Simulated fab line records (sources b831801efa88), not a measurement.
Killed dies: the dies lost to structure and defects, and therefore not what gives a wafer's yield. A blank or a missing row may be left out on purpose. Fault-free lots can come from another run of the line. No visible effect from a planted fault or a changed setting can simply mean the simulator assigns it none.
Which of the tools did it? + flow gf180mcu + route of 602 steps, sampled at 1 step: 13 lots, 39 wafers

== WHAT THE GAUGES READ, wafer by wafer ==
GF_PSD_OVL_MEAS_08. Usual: PSD_OVL 0.5 nm, standard deviation 1.3.
| lot  | measured     | on         | PSD_OVL (nm)  | flag |
|------|--------------|------------|---------------|------|
| L465 | day 13 22:59 | overlay-02 | 2.8 1.8 0.7   |      |
| L466 | day 14 03:28 | overlay-02 | 2.9 -1.9 0.7  |      |
| L468 | day 15 02:18 | overlay-01 | -0.7 -0.2 1.2 |      |
| L469 | day 15 09:39 | overlay-02 | 2.0 -2.5 -0.8 |      |
| L471 | day 16 12:27 | overlay-01 | 1.2 2.3 -0.9  |      |
| L473 | day 17 10:30 | overlay-02 | -0.6 0.1 0.2  |      |
| L475 | day 18 07:52 | overlay-01 | 0.5 -0.1 -1.2 |      |
| L476 | day 18 18:38 | overlay-01 | 1.3 1.2 -0.1  |      |
| L479 | day 19 17:47 | overlay-02 | 1.9 1.4 1.2   |      |
| L480 | day 20 03:29 | overlay-02 | 0.0 -0.8 -0.9 |      |
| L482 | day 20 10:25 | overlay-01 | 2.0 1.2 0.4   |      |
| L487 | day 21 19:43 | overlay-02 | 1.2 2.5 3.2   |      |
| L488 | day 22 04:41 | overlay-02 | -1.8 0.9 -1.2 |      |

== WHAT TOOL EACH LOT RAN ON (gives the tool, then ch and the chambers of the sampled wafers, and finally the start) ==
No process step before these readings appears in the record.

== WHAT THE TOOLS THEMSELVES READ (means of the sampled wafers that have a number; where no wafer has one, the mark that the record gives instead) ==
The record holds no such reading with a usual standard deviation.

== THE ANSWER, worked out from the rows above alone ==
Rule: lot off if the mean of its wafers having a number is beyond 3 standard deviations from the usual mean. A lot without any number at a reading at which 4 lots or more have one is off too. Where the step has rows for the other lots, those lots are counted as sound. First the gauges in route order, then the tools' own readings, where a lot's mean is used as printed above. At the first step where some lot is off, the reading lying furthest off is the one used; lots without a number count as furthest.
Nothing can be told from this: no lot is off at any reading shown.

== WHAT THE SIMULATOR HAD INSERTED ==
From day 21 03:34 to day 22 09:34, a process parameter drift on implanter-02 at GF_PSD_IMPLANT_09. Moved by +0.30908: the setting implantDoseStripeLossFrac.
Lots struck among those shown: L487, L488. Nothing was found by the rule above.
